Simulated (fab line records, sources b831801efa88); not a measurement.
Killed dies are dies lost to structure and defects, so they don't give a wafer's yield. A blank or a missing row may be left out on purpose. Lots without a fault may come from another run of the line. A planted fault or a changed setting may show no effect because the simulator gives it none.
fab line records | flow gf180mcu
record lots=5 wafers=15 last_day=33
route steps=602 shown NWELL@50 LVPWELL@54 MVSD@66 MVPSD@78 VT_IMPLANT@90
lots that met no fault: from a run of the same line without faults
start_h: hours from the record's first day to the start of the lot's first wafer shown | wait_h: hours since the lot's step before | " the same as in the row above | L1.1+2: a row that stands for several wafers | - no value, or no start given | * or withheld: withheld | < > ~ a bound
route shown NAME@n: a module of which the file shows steps, and the number in the route of the first | usual: mean/standard deviation of fault-free wafers | same: alike in all rows | chamber/n: place in a boat | sites: the reading at each site | _std_site: their standard deviation | _edge_site: outer sites' mean less inner sites' | radius_mm: how far each site lies from the wafer's centre | mask NAME#n: copy n | behind: the tool/chamber that last shaped the wafer | hold: why the lot was held/for how many hours/how that ended | device: the transistor (n, p or np) that didn't switch | end of line: the same wafers' tests at the end of the route | a step without rows: its recipe alone | killed: dies lost to structure and defects at the first sort, not the wafer's yield | map: a wafer's dies, x killed, . not, _ none there
set.NAME: the setting as run; set.NAME@STEP: as run at that earlier step | model.NAME: the simulator's own value behind a step, which no gauge read
lots at some steps of the route; a table a step, a row a wafer
services: from which hour (start_h, from the record's first day; less than 0 if before it) a tool's chamber was out of use, for how many hours, and why
## steps
# step GF_NWELL_IMPLANT_08
# recipe species=P energy_kev=450 dose_cm2=1.5e+13 tilt_deg=0
# usual beam_energy_keV=449.98/0.15 faraday_current_uA=84.6/1.6
# columns lot.wafer tool chamber start_h wait_h beam_energy_keV faraday_current_uA
L080.1 implanter-04 0 89.24 0.0 449.74 83.2
L080.2 " 0 " " 450.00 84.8
L080.4 " 0 " " 449.97 83.6
L083.3 implanter-02 0 106.94 0.1 450.03 81.5
L083.4 " 0 " " 450.19 84.8
L083.5 " 0 " " 450.00 86.6
L086.1 implanter-04 0 127.40 0.0 450.10 85.0
L086.2 " 0 " " 450.19 85.7
L086.4 " 0 " " 450.08 84.0
L094.2 implanter-02 0 168.82 0.0 450.11 84.9
L094.3 " 0 " " 450.22 82.1
L094.6 " 0 " " 449.98 86.7
L095.2 implanter-04 0 170.87 0.0 450.07 84.6
L095.5 " 0 " " 450.01 82.7
L095.6 " 0 " " 450.16 82.4
# step GF_NWELL_IMPLANT_09
# recipe species=P energy_kev=160 dose_cm2=4e+12 tilt_deg=0
# usual beam_energy_keV=160.01/0.044 faraday_current_uA=22.5/0.48
# columns lot.wafer tool chamber start_h wait_h beam_energy_keV faraday_current_uA
L080.1 implanter-04 0 89.39 0.1 160.02 22.6
L080.2 " 0 " " 159.95 23.9
L080.4 " 0 " " 160.04 22.6
L083.3 implanter-02 0 107.09 0.1 160.04 22.7
L083.4 " 0 " " 159.98 22.5
L083.5 " 0 " " 159.93 22.0
L086.1 implanter-04 0 127.55 0.1 160.06 23.0
L086.2 " 0 " " 160.09 21.3
L086.4 " 0 " " 160.03 22.6
L094.2 implanter-02 0 168.97 0.1 159.98 22.4
L094.3 " 0 " " 160.01 22.8
L094.6 " 0 " " 160.04 23.1
L095.2 implanter-04 0 171.02 0.1 159.90 22.6
L095.5 " 0 " " 159.98 23.0
L095.6 " 0 " " 159.96 22.5
# step GF_NWELL_STRIP_10
# recipe chemistry=O2/N2 power_w=1400 pressure_mtorr=1500 platen_temp_c=250 o2_flow_sccm=3000 n2_flow_sccm=300 overash_fraction=0.5
# usual drypump_motor_current_A=5.4/0.49 heater_power_w=332/21 oes_product_au=0.722/0.0046 platen_temp_c=249.98/0.18 strip_time_to_endpoint_s=36.99/0.11
# columns lot.wafer tool chamber start_h wait_h drypump_motor_current_A heater_power_w oes_product_au platen_temp_c rf_hours_counter_h strip_time_to_endpoint_s
L080.1 plasma_asher-02 0 89.54 0.1 5.2 365 0.721 250.13 38 36.92
L080.2 " 1 " " 6.0 307 0.721 249.88 38 36.94
L080.4 " 0 " " 5.3 364 0.722 250.09 - 36.84
L083.3 plasma_asher-03 0 107.23 0.1 4.6 329 0.724 250.24 - 36.90
L083.4 " 1 " " 5.2 334 0.720 250.14 - 36.83
L083.5 " 0 " " 4.6 335 0.732 250.05 - 37.05
L086.1 plasma_asher-03 1 127.70 0.1 5.2 308 0.728 250.10 1 37.05
L086.2 " 0 " " 4.7 318 0.728 250.08 1 36.93
L086.4 " 0 " " 4.7 311 0.719 250.03 - 36.93
L094.2 plasma_asher-01 1 169.09 0.1 6.1 352 0.712 249.98 36 37.13
L094.3 " 1 " " 6.1 347 0.720 250.04 - 37.13
L094.6 " 1 " " 6.1 349 0.716 250.02 - 37.01
L095.2 plasma_asher-03 0 171.14 0.1 4.7 309 0.724 249.95 5 37.09
L095.5 " 0 " " 4.7 312 0.720 249.99 - 37.01
L095.6 " 1 " " 5.2 306 0.719 249.71 - 37.03
# step GF_NWELL_TW_MEAS_11
# usual NWELL_TW=1560/13
# columns lot.wafer tool chamber start_h wait_h NWELL_TW
L080.1 film_metro-01 - 89.64 0.1 1563
L080.2 " - " " 1563
L080.4 " - " " 1565
L083.3 film_metro-02 - 107.31 0.1 1549
L083.4 " - " " 1551
L083.5 " - " " 1553
L086.1 film_metro-03 - 127.80 0.1 1587
L086.2 " - " " 1585
L086.4 " - " " 1584
L094.2 film_metro-03 - 169.20 0.1 1577
L094.3 " - " " 1585
L094.6 " - " " 1583
L095.2 film_metro-02 - 171.25 0.1 1555
L095.5 " - " " 1551
L095.6 " - " " 1560
# step GF_LVPWELL_DEHYDRATE_00
# recipe temp_c=200 time_s=60
# columns lot.wafer tool chamber start_h wait_h
L080.1+2+4 litho_track-04 0 95.81 6.2
L083.3+4+5 litho_track-04 0 113.56 6.2
L086.1+2+4 litho_track-04 0 134.91 7.1
L094.2+3+6 litho_track-02 0 176.34 7.1
L095.2+5+6 litho_track-02 0 178.64 7.4
# step GF_LVPWELL_HMDS_01
# recipe prime_time_s=60 prime_temp_c=120
# columns lot.wafer tool chamber start_h wait_h
L080.1+2+4 litho_track-04 0 95.96 0.1
L083.3+4+5 litho_track-04 0 113.71 0.1
L086.1+2+4 litho_track-04 0 135.06 0.1
L094.2+3+6 litho_track-02 0 176.49 0.1
L095.2+5+6 litho_track-02 0 178.79 0.1
# step GF_LVPWELL_COAT_02
# recipe spin_rpm=2000 resist_thk_nm=3000
# columns lot.wafer tool chamber start_h wait_h
L080.1+2+4 litho_track-04 0 96.11 0.1
L083.3+4+5 litho_track-04 0 113.86 0.1
L086.1+2+4 litho_track-04 0 135.21 0.1
L094.2+3+6 litho_track-02 0 176.64 0.1
L095.2+5+6 litho_track-02 0 178.94 0.1
# step GF_LVPWELL_SOFTBAKE_03
# recipe temp_c=110 time_s=withheld
# columns lot.wafer tool chamber start_h wait_h
L080.1+2+4 litho_track-04 0 96.26 0.1
L083.3+4+5 litho_track-04 0 114.02 0.1
L086.1+2+4 litho_track-04 0 135.36 0.1
L094.2+3+6 litho_track-02 0 176.80 0.1
L095.2+5+6 litho_track-02 0 179.10 0.1
# step GF_LVPWELL_EXPOSE_04
# recipe mask_id=LVPWELL target_cd_nm=600 na=0.6 source_shape=conventional sigma_outer=0.6 dose_mj=260
# columns lot.wafer tool chamber start_h wait_h mask
L080.1+2+4 iline_stepper-02 0 - - LVPWELL#0
L083.3+4+5 iline_stepper-01 0 - - LVPWELL#0
L086.1+2+4 iline_stepper-02 0 - - LVPWELL#0
L094.2+3+6 iline_stepper-01 0 - - LVPWELL#0
L095.2+5+6 iline_stepper-01 0 - - LVPWELL#0
# step GF_LVPWELL_PEB_05
# recipe temp_c=115 time_s=withheld
# columns lot.wafer tool chamber start_h wait_h
L080.1+2+4 litho_track-02 0 - -
L083.3+4+5 litho_track-01 0 - -
L086.1+2+4 litho_track-04 0 - -
L094.2+3+6 litho_track-01 0 - -
L095.2+5+6 litho_track-02 0 - -
# step GF_LVPWELL_DEVELOP_06
# recipe wall_angle_deg=90 develop_time_s=60 dev_temp_c=23
# columns lot.wafer tool chamber start_h wait_h
L080.1+2+4 litho_track-02 0 - -
L083.3+4+5 litho_track-01 0 - -
L086.1+2+4 litho_track-04 0 - -
L094.2+3+6 litho_track-01 0 - -
L095.2+5+6 litho_track-02 0 - -
# step GF_LVPWELL_OVL_MEAS_07
# usual LVPWELL_OVL=0.3/1.5
# columns lot.wafer tool chamber start_h wait_h LVPWELL_OVL[nm]
L080.1 overlay-01 - 103.41 - 1.9
L080.2 " - " " 0.6
L080.4 " - " " 2.5
L083.3 overlay-02 - 120.82 - -0.1
L083.4 " - " " -0.6
L083.5 " - " " -0.5
L086.1 overlay-01 - 142.41 - 0.7
L086.2 " - " " -0.2
L086.4 " - " " 0.4
L094.2 overlay-01 - 185.16 - 1.9
L094.3 " - " " -0.7
L094.6 " - " " 0.6
L095.2 overlay-01 - 187.07 - -1.3
L095.5 " - " " -0.2
L095.6 " - " " -0.7
# step GF_LVPWELL_IMPLANT_08
# recipe species=B energy_kev=170 dose_cm2=1.5e+13 tilt_deg=0
# usual beam_energy_keV=170.00/0.058 faraday_current_uA=84.5/1.7
# columns lot.wafer tool chamber start_h wait_h beam_energy_keV faraday_current_uA
L080.1 implanter-03 0 103.45 0.0 170.13 84.3
L080.2 " 0 " " 169.97 85.0
L080.4 " 0 " " 170.09 85.7
L083.3 implanter-03 0 120.89 0.1 169.96 84.3
L083.4 " 0 " " 169.97 89.1
L083.5 " 0 " " 170.04 83.9
L086.1 implanter-02 0 142.44 0.0 170.07 84.8
L086.2 " 0 " " 170.07 84.0
L086.4 " 0 " " 170.20 83.6
L094.2 implanter-01 0 185.21 0.0 169.91 82.5
L094.3 " 0 " " 169.94 84.2
L094.6 " 0 " " 169.96 83.6
L095.2 implanter-01 0 187.12 0.0 170.01 86.7
L095.5 " 0 " " 169.90 84.3
L095.6 " 0 " " 170.00 86.7
# step GF_LVPWELL_IMPLANT_09
# recipe species=B energy_kev=60 dose_cm2=5e+12 tilt_deg=0
# usual beam_energy_keV=60.003/0.019 faraday_current_uA=28.1/0.52
# columns lot.wafer tool chamber start_h wait_h beam_energy_keV faraday_current_uA
L080.1 implanter-03 0 103.60 0.1 60.004 28.1
L080.2 " 0 " " 60.003 28.7
L080.4 " 0 " " 60.001 27.9
L083.3 implanter-03 0 121.04 0.1 60.030 28.3
L083.4 " 0 " " 59.993 28.3
L083.5 " 0 " " 59.997 28.2
L086.1 implanter-02 0 142.59 0.1 59.965 28.1
L086.2 " 0 " " 59.984 28.0
L086.4 " 0 " " 60.007 27.8
L094.2 implanter-01 0 185.36 0.1 60.000 28.0
L094.3 " 0 " " 59.985 28.4
L094.6 " 0 " " 59.998 28.4
L095.2 implanter-01 0 187.27 0.1 60.016 28.2
L095.5 " 0 " " 60.016 28.6
L095.6 " 0 " " 60.008 28.0
# step GF_LVPWELL_STRIP_10
# recipe chemistry=O2/N2 power_w=1400 pressure_mtorr=1500 platen_temp_c=250 o2_flow_sccm=3000 n2_flow_sccm=300 overash_fraction=0.5
# usual drypump_motor_current_A=5.3/0.51 heater_power_w=321/17 oes_product_au=0.723/0.0046 platen_temp_c=249.96/0.17 strip_time_to_endpoint_s=36.94/0.095
# columns lot.wafer tool chamber start_h wait_h drypump_motor_current_A heater_power_w oes_product_au platen_temp_c rf_hours_counter_h strip_time_to_endpoint_s
L080.1 plasma_asher-01 0 103.75 0.1 5.6 336 0.721 249.97 29 37.10
L080.2 " 1 " " 6.1 345 0.725 249.77 29 37.04
L080.4 " 1 " " 6.1 351 0.723 249.56 - 36.97
L083.3 plasma_asher-03 1 121.17 0.1 5.2 316 0.725 250.03 - 37.09
L083.4 " 0 " " 4.7 315 0.724 249.76 - 37.10
L083.5 " 1 " " 5.2 322 0.725 250.24 - 37.03
L086.1 plasma_asher-03 0 142.74 0.1 4.6 311 0.724 250.09 3 36.97
L086.2 " 1 " " 5.2 309 0.722 249.82 3 36.84
L086.4 " 0 " " 4.6 319 0.719 249.95 - 36.92
L094.2 plasma_asher-03 0 185.49 0.1 4.6 319 0.721 250.06 7 36.87
L094.3 " 0 " " 4.6 322 0.719 249.86 - 36.96
L094.6 " 1 " " 5.2 312 0.720 250.11 - 37.01
L095.2 plasma_asher-03 0 187.40 0.1 4.7 311 0.727 249.79 7 36.97
L095.5 " 0 " " 4.6 314 0.727 250.11 - 36.86
L095.6 " 1 " " 5.2 302 0.720 249.87 - 36.96
# step GF_LVPWELL_TW_MEAS_11
# usual LVPWELL_TW=555/4.7
# columns lot.wafer tool chamber start_h wait_h LVPWELL_TW
L080.1 film_metro-02 - 103.85 0.1 549
L080.2 " - " " 548
L080.4 " - " " 552
L083.3 film_metro-01 - 121.26 0.1 555
L083.4 " - " " 556
L083.5 " - " " 552
L086.1 film_metro-01 - 142.84 0.1 561
L086.2 " - " " 554
L086.4 " - " " 557
L094.2 film_metro-01 - 185.60 0.1 555
L094.3 " - " " 556
L094.6 " - " " 553
L095.2 film_metro-01 - 187.51 0.1 555
L095.5 " - " " 556
L095.6 " - " " 556
# step GF_MVSD_DEHYDRATE_00
# recipe temp_c=200 time_s=60
# columns lot.wafer tool chamber start_h wait_h
L080.1+2+4 litho_track-03 0 109.86 6.0
L083.3+4+5 litho_track-02 0 127.86 6.6
L086.1+2+4 litho_track-03 0 150.46 7.6
L094.2+3+6 litho_track-02 0 192.84 7.2
L095.2+5+6 litho_track-02 0 195.04 7.5
# step GF_MVSD_HMDS_01
# recipe prime_time_s=60 prime_temp_c=120
# columns lot.wafer tool chamber start_h wait_h
L080.1+2+4 litho_track-03 0 110.01 0.1
L083.3+4+5 litho_track-02 0 128.01 0.1
L086.1+2+4 litho_track-03 0 150.61 0.1
L094.2+3+6 litho_track-02 0 192.99 0.1
L095.2+5+6 litho_track-02 0 195.19 0.1
# step GF_MVSD_COAT_02
# recipe spin_rpm=2000 resist_thk_nm=3000
# columns lot.wafer tool chamber start_h wait_h
L080.1+2+4 litho_track-03 0 110.16 0.1
L083.3+4+5 litho_track-02 0 128.16 0.1
L086.1+2+4 litho_track-03 0 150.76 0.1
L094.2+3+6 litho_track-02 0 193.14 0.1
L095.2+5+6 litho_track-02 0 195.34 0.1
# step GF_MVSD_SOFTBAKE_03
# recipe temp_c=110 time_s=withheld
# columns lot.wafer tool chamber start_h wait_h
L080.1+2+4 litho_track-03 0 110.31 0.1
L083.3+4+5 litho_track-02 0 128.33 0.1
L086.1+2+4 litho_track-03 0 150.91 0.1
L094.2+3+6 litho_track-02 0 193.30 0.1
L095.2+5+6 litho_track-02 0 195.50 0.1
# step GF_MVSD_EXPOSE_04
# recipe mask_id=MVSD target_cd_nm=1000 na=0.6 source_shape=conventional sigma_outer=0.6 dose_mj=260
# columns lot.wafer tool chamber start_h wait_h mask
L080.1+2+4 iline_stepper-01 0 - - MVSD#0
L083.3+4+5 iline_stepper-02 0 - - MVSD#0
L086.1+2+4 iline_stepper-02 0 - - MVSD#0
L094.2+3+6 iline_stepper-02 0 - - MVSD#0
L095.2+5+6 iline_stepper-01 0 - - MVSD#0
# step GF_MVSD_PEB_05
# recipe temp_c=115 time_s=withheld
# columns lot.wafer tool chamber start_h wait_h
L080.1+2+4 litho_track-03 0 - -
L083.3+4+5 litho_track-03 0 - -
L086.1+2+4 litho_track-03 0 - -
L094.2+3+6 litho_track-03 0 - -
L095.2+5+6 litho_track-01 0 - -
# step GF_MVSD_DEVELOP_06
# recipe wall_angle_deg=90 develop_time_s=60 dev_temp_c=23
# columns lot.wafer tool chamber start_h wait_h
L080.1+2+4 litho_track-03 0 - -
L083.3+4+5 litho_track-03 0 - -
L086.1+2+4 litho_track-03 0 - -
L094.2+3+6 litho_track-03 0 - -
L095.2+5+6 litho_track-01 0 - -
# step GF_MVSD_OVL_MEAS_07
# usual MVSD_OVL=0.8/1.3
# columns lot.wafer tool chamber start_h wait_h MVSD_OVL[nm]
L080.1 overlay-02 - 117.66 - 2.3
L080.2 " - " " 2.4
L080.4 " - " " 2.3
L083.3 overlay-02 - 136.12 - 2.6
L083.4 " - " " 1.4
L083.5 " - " " 2.2
L086.1 overlay-01 - 158.56 - -0.6
L086.2 " - " " -0.8
L086.4 " - " " 0.6
L094.2 overlay-01 - 202.21 - 2.4
L094.3 " - " " 2.0
L094.6 " - " " 0.6
L095.2 overlay-01 - 204.26 - 0.6
L095.5 " - " " 1.8
L095.6 " - " " 2.1
# step GF_MVSD_IMPLANT_08
# recipe species=P energy_kev=394.4 dose_cm2=1.6e+13 tilt_deg=0
# usual beam_energy_keV=394.42/0.11 faraday_current_uA=90.1/1.8
# columns lot.wafer tool chamber start_h wait_h beam_energy_keV faraday_current_uA
L080.1 implanter-03 0 117.69 0.0 394.46 91.4
L080.2 " 0 " " 394.42 88.8
L080.4 " 0 " " 394.46 91.1
L083.3 implanter-02 0 136.19 0.1 394.30 89.9
L083.4 " 0 " " 394.25 86.7
L083.5 " 0 " " 394.38 88.3
L086.1 implanter-03 0 158.59 0.0 394.37 92.4
L086.2 " 0 " " 394.23 93.0
L086.4 " 0 " " 394.54 88.9
L094.2 implanter-04 0 202.27 0.0 394.37 88.1
L094.3 " 0 " " 394.43 93.7
L094.6 " 0 " " 394.40 92.0
L095.2 implanter-02 0 204.31 0.0 394.39 87.7
L095.5 " 0 " " 394.35 90.2
L095.6 " 0 " " 394.55 92.1
# step GF_MVSD_IMPLANT_09
# recipe species=P energy_kev=100 dose_cm2=5e+12 tilt_deg=0
# usual beam_energy_keV=100.00/0.031 faraday_current_uA=28.2/0.56
# columns lot.wafer tool chamber start_h wait_h beam_energy_keV faraday_current_uA
L080.1 implanter-03 0 117.84 0.1 99.99 29.0
L080.2 " 0 " " 99.97 28.2
L080.4 " 0 " " 100.04 27.2
L083.3 implanter-02 0 136.34 0.1 100.00 29.1
L083.4 " 0 " " 100.02 28.4
L083.5 " 0 " " 100.05 28.6
L086.1 implanter-03 0 158.74 0.1 99.98 27.9
L086.2 " 0 " " 100.02 29.5
L086.4 " 0 " " 100.05 27.6
L094.2 implanter-04 0 202.42 0.1 100.03 28.2
L094.3 " 0 " " 100.03 28.1
L094.6 " 0 " " 100.01 28.0
L095.2 implanter-02 0 204.46 0.1 99.99 28.7
L095.5 " 0 " " 100.02 28.3
L095.6 " 0 " " 100.00 27.3
# step GF_MVSD_STRIP_10
# recipe chemistry=O2/N2 power_w=1400 pressure_mtorr=1500 platen_temp_c=250 o2_flow_sccm=3000 n2_flow_sccm=300 overash_fraction=0.5
# usual drypump_motor_current_A=5.3/0.49 heater_power_w=323/22 oes_product_au=0.723/0.0048 platen_temp_c=250.02/0.17 strip_time_to_endpoint_s=36.96/0.13
# columns lot.wafer tool chamber start_h wait_h drypump_motor_current_A heater_power_w oes_product_au platen_temp_c rf_hours_counter_h strip_time_to_endpoint_s
L080.1 plasma_asher-03 1 117.99 0.1 5.2 324 0.725 250.08 0 37.05
L080.2 " 0 " " 4.6 318 0.727 250.04 0 37.01
L080.4 " 0 " " 4.6 314 0.721 249.96 - 37.05
L083.3 plasma_asher-04 0 136.48 0.1 5.0 344 0.725 250.30 - 36.87
L083.4 " 1 " " 6.0 295 0.720 250.14 - 36.94
L083.5 " 0 " " 5.1 330 0.721 250.14 - 36.93
L086.1 plasma_asher-03 0 158.89 0.1 4.7 311 0.713 250.06 4 37.14
L086.2 " 1 " " 5.2 312 0.720 250.21 4 37.11
L086.4 " 1 " " 5.2 311 0.721 250.22 - 37.18
L094.2 plasma_asher-04 0 202.54 0.1 5.0 338 0.724 250.12 53 36.92
L094.3 " 1 " " 6.0 289 0.717 249.84 - 36.86
L094.6 " 0 " " 5.1 336 0.733 250.02 - 36.78
L095.2 plasma_asher-02 0 204.59 0.1 5.2 372 0.717 249.81 50 36.99
L095.5 " 1 " " 6.0 315 0.721 250.06 - 36.96
L095.6 " 0 " " 5.3 375 0.717 250.05 - 36.89
# step GF_MVSD_TW_MEAS_11
# usual MVSD_TW=1568/12
# columns lot.wafer tool chamber start_h wait_h MVSD_TW
L080.1 film_metro-02 - 118.09 0.1 1544
L080.2 " - " " 1556
L080.4 " - " " 1551
L083.3 film_metro-03 - 136.56 0.1 1583
L083.4 " - " " 1584
L083.5 " - " " 1589
L086.1 film_metro-01 - 158.99 0.1 1571
L086.2 " - " " 1568
L086.4 " - " " 1568
L094.2 film_metro-02 - 202.65 0.1 1555
L094.3 " - " " 1551
L094.6 " - " " 1557
L095.2 film_metro-01 - 204.70 0.1 1566
L095.5 " - " " 1574
L095.6 " - " " 1582
# step GF_MVPSD_DEHYDRATE_00
# recipe temp_c=200 time_s=60
# columns lot.wafer tool chamber start_h wait_h
L080.1+2+4 litho_track-01 0 124.30 6.2
L083.3+4+5 litho_track-04 0 143.21 6.6
L086.1+2+4 litho_track-04 0 166.41 7.4
L094.2+3+6 litho_track-01 0 210.78 8.1
L095.2+5+6 litho_track-01 0 212.98 8.3
# step GF_MVPSD_HMDS_01
# recipe prime_time_s=60 prime_temp_c=120
# columns lot.wafer tool chamber start_h wait_h
L080.1+2+4 litho_track-01 0 124.45 0.1
L083.3+4+5 litho_track-04 0 143.36 0.1
L086.1+2+4 litho_track-04 0 166.56 0.1
L094.2+3+6 litho_track-01 0 210.93 0.1
L095.2+5+6 litho_track-01 0 213.13 0.1
# step GF_MVPSD_COAT_02
# recipe spin_rpm=2000 resist_thk_nm=3000
# columns lot.wafer tool chamber start_h wait_h
L080.1+2+4 litho_track-01 0 124.60 0.1
L083.3+4+5 litho_track-04 0 143.51 0.1
L086.1+2+4 litho_track-04 0 166.71 0.1
L094.2+3+6 litho_track-01 0 211.08 0.1
L095.2+5+6 litho_track-01 0 213.28 0.1
# step GF_MVPSD_SOFTBAKE_03
# recipe temp_c=110 time_s=withheld
# columns lot.wafer tool chamber start_h wait_h
L080.1+2+4 litho_track-01 0 124.75 0.1
L083.3+4+5 litho_track-04 0 143.67 0.1
L086.1+2+4 litho_track-04 0 166.86 0.1
L094.2+3+6 litho_track-01 0 211.24 0.1
L095.2+5+6 litho_track-01 0 213.44 0.1
# step GF_MVPSD_EXPOSE_04
# recipe mask_id=MVPSD target_cd_nm=1000 na=0.6 source_shape=conventional sigma_outer=0.6 dose_mj=260
# columns lot.wafer tool chamber start_h wait_h mask
L080.1+2+4 iline_stepper-01 0 - - MVPSD#0
L083.3+4+5 iline_stepper-02 0 - - MVPSD#0
L086.1+2+4 iline_stepper-02 0 - - MVPSD#0
L094.2+3+6 iline_stepper-01 0 - - MVPSD#0
L095.2+5+6 iline_stepper-01 0 - - MVPSD#0
# step GF_MVPSD_PEB_05
# recipe temp_c=115 time_s=withheld
# columns lot.wafer tool chamber start_h wait_h
L080.1+2+4 litho_track-01 0 - -
L083.3+4+5 litho_track-04 0 - -
L086.1+2+4 litho_track-01 0 - -
L094.2+3+6 litho_track-03 0 - -
L095.2+5+6 litho_track-04 0 - -
# step GF_MVPSD_DEVELOP_06
# recipe wall_angle_deg=90 develop_time_s=60 dev_temp_c=23
# columns lot.wafer tool chamber start_h wait_h
L080.1+2+4 litho_track-01 0 - -
L083.3+4+5 litho_track-04 0 - -
L086.1+2+4 litho_track-01 0 - -
L094.2+3+6 litho_track-03 0 - -
L095.2+5+6 litho_track-04 0 - -
# step GF_MVPSD_OVL_MEAS_07
# usual MVPSD_OVL=-0.4/1.2
# columns lot.wafer tool chamber start_h wait_h MVPSD_OVL[nm]
L080.1 overlay-01 - 132.40 - 0.6
L080.2 " - " " -0.2
L080.4 " - " " -0.5
L083.3 overlay-02 - 151.57 - 0.1
L083.4 " - " " 4.2
L083.5 " - " " 1.1
L086.1 overlay-02 - 174.85 - 1.7
L086.2 " - " " 1.0
L086.4 " - " " -0.7
L094.2 overlay-02 - 220.16 - -1.3
L094.3 " - " " -0.4
L094.6 " - " " -1.4
L095.2 overlay-02 - 221.96 - -1.6
L095.5 " - " " -0.9
L095.6 " - " " -0.7
# step GF_MVPSD_IMPLANT_08
# recipe species=B energy_kev=170 dose_cm2=1.5e+13 tilt_deg=0
# usual beam_energy_keV=169.99/0.057 faraday_current_uA=84.4/1.9
# columns lot.wafer tool chamber start_h wait_h beam_energy_keV faraday_current_uA
L080.1 implanter-01 0 132.44 0.0 169.98 83.9
L080.2 " 0 " " 169.90 84.1
L080.4 " 0 " " 169.94 85.8
L083.3 implanter-03 0 151.64 0.1 170.02 84.5
L083.4 " 0 " " 169.99 81.2
L083.5 " 0 " " 169.94 82.4
L086.1 implanter-04 0 174.89 0.0 170.00 84.0
L086.2 " 0 " " 169.99 84.1
L086.4 " 0 " " 170.03 84.0
L094.2 implanter-01 0 220.22 0.0 169.97 85.8
L094.3 " 0 " " 170.03 86.1
L094.6 " 0 " " 169.95 84.0
L095.2 implanter-04 0 222.02 0.0 169.94 87.5
L095.5 " 0 " " 169.92 86.7
L095.6 " 0 " " 169.87 86.2
# step GF_MVPSD_IMPLANT_09
# recipe species=B energy_kev=40 dose_cm2=5e+12 tilt_deg=0
# usual beam_energy_keV=40.002/0.012 faraday_current_uA=28.2/0.61
# columns lot.wafer tool chamber start_h wait_h beam_energy_keV faraday_current_uA
L080.1 implanter-01 0 132.59 0.1 40.017 28.9
L080.2 " 0 " " 40.003 29.3
L080.4 " 0 " " 40.013 28.3
L083.3 implanter-03 0 151.79 0.1 40.010 29.1
L083.4 " 0 " " 40.007 28.2
L083.5 " 0 " " 40.004 28.1
L086.1 implanter-04 0 175.04 0.1 39.997 28.3
L086.2 " 0 " " 40.004 28.2
L086.4 " 0 " " 39.993 28.0
L094.2 implanter-01 0 220.37 0.1 40.003 27.0
L094.3 " 0 " " 40.011 27.8
L094.6 " 0 " " 40.003 28.1
L095.2 implanter-04 0 222.17 0.1 40.005 27.7
L095.5 " 0 " " 40.005 28.2
L095.6 " 0 " " 40.012 28.1
# step GF_MVPSD_STRIP_10
# recipe chemistry=O2/N2 power_w=1400 pressure_mtorr=1500 platen_temp_c=250 o2_flow_sccm=3000 n2_flow_sccm=300 overash_fraction=0.5
# usual drypump_motor_current_A=5.7/0.36 heater_power_w=339/23 oes_product_au=0.723/0.0042 platen_temp_c=250.03/0.18 strip_time_to_endpoint_s=36.91/0.1
# columns lot.wafer tool chamber start_h wait_h drypump_motor_current_A heater_power_w oes_product_au platen_temp_c rf_hours_counter_h strip_time_to_endpoint_s
L080.1 plasma_asher-02 0 132.74 0.1 5.2 377 0.722 250.14 42 36.72
L080.2 " 1 " " 6.0 314 0.716 250.13 42 36.82
L080.4 " 0 " " 5.2 367 0.719 250.12 - 36.77
L083.3 plasma_asher-02 0 151.93 0.1 5.2 360 0.719 249.96 - 36.94
L083.4 " 1 " " 6.0 308 0.719 250.09 - 36.99
L083.5 " 0 " " 5.3 365 0.723 249.88 - 36.97
L086.1 plasma_asher-02 0 175.19 0.1 5.2 364 0.718 250.22 47 36.87
L086.2 " 1 " " 6.0 311 0.722 249.89 47 36.92
L086.4 " 1 " " 5.9 311 0.719 250.05 - 36.83
L094.2 plasma_asher-02 0 220.49 0.1 5.3 367 0.723 250.32 52 36.83
L094.3 " 0 " " 5.2 360 0.722 249.96 - 36.88
L094.6 " 0 " " 5.3 362 0.727 250.08 - 36.68
L095.2 plasma_asher-02 1 222.29 0.1 6.0 311 0.723 249.93 52 36.71
L095.5 " 1 " " 6.0 317 0.725 249.91 - 36.78
L095.6 " 0 " " 5.2 362 0.726 249.76 - 36.77
# step GF_MVPSD_TW_MEAS_11
# usual MVPSD_TW=550/4.9
# columns lot.wafer tool chamber start_h wait_h MVPSD_TW
L080.1 film_metro-03 - 132.84 0.1 558
L080.2 " - " " 555
L080.4 " - " " 559
L083.3 film_metro-03 - 152.01 0.1 555
L083.4 " - " " 555
L083.5 " - " " 554
L086.1 film_metro-01 - 175.29 0.1 548
L086.2 " - " " 546
L086.4 " - " " 549
L094.2 film_metro-03 - 220.60 0.1 556
L094.3 " - " " 551
L094.6 " - " " 552
L095.2 film_metro-02 - 222.40 0.1 547
L095.5 " - " " 549
L095.6 " - " " 544
# step GF_VT_IMPLANT_DEHYDRATE_00
# recipe temp_c=200 time_s=60
# columns lot.wafer tool chamber start_h wait_h
L080.1+2+4 litho_track-02 0 140.01 7.2
L083.3+4+5 litho_track-04 0 158.91 6.9
L086.1+2+4 litho_track-02 0 182.46 7.2
L094.2+3+6 litho_track-04 0 228.93 8.3
L095.2+5+6 litho_track-04 0 230.78 8.4
# step GF_VT_IMPLANT_HMDS_01
# recipe prime_time_s=60 prime_temp_c=120
# columns lot.wafer tool chamber start_h wait_h
L080.1+2+4 litho_track-02 0 140.16 0.1
L083.3+4+5 litho_track-04 0 159.06 0.1
L086.1+2+4 litho_track-02 0 182.61 0.1
L094.2+3+6 litho_track-04 0 229.08 0.1
L095.2+5+6 litho_track-04 0 230.93 0.1
# step GF_VT_IMPLANT_COAT_02
# recipe resist=NOVOLAK spin_rpm=3000 resist_thk_nm=1000
# columns lot.wafer tool chamber start_h wait_h
L080.1+2+4 litho_track-02 0 140.31 0.1
L083.3+4+5 litho_track-04 0 159.21 0.1
L086.1+2+4 litho_track-02 0 182.76 0.1
L094.2+3+6 litho_track-04 0 229.23 0.1
L095.2+5+6 litho_track-04 0 231.08 0.1
## services
# columns tool chamber start_h hours kind
implanter-03 - 79.44 5.6 repair
implanter-02 - 84.93 2.9 repair
iline_stepper-01 - 94.48 2.1 pm
plasma_asher-04 - 101.16 1.5 repair
implanter-01 - 108.33 19.7 pm
plasma_asher-03 - 108.75 9.0 pm
plasma_asher-03 0 108.75 9.0 vent_cycle
plasma_asher-03 1 108.75 9.0 vent_cycle
plasma_asher-03 0 117.75 - clean
plasma_asher-01 - 123.77 2.8 pm
plasma_asher-04 - 159.66 1.0 repair
implanter-02 - 164.08 2.5 repair
plasma_asher-03 - 164.94 0.5 repair
iline_stepper-02 - 167.66 7.3 repair
plasma_asher-03 - 182.87 0.6 repair
plasma_asher-04 - 183.11 2.8 pm
implanter-02 - 194.51 0.9 repair
implanter-02 - 196.59 2.2 repair
implanter-03 - 200.68 3.7 pm
iline_stepper-02 - 204.15 11.6 repair
implanter-03 - 204.55 1.2 repair
implanter-04 - 206.77 3.4 repair
implanter-01 - 208.50 2.6 repair
plasma_asher-03 - 224.04 1.9 repair
## key
fault none
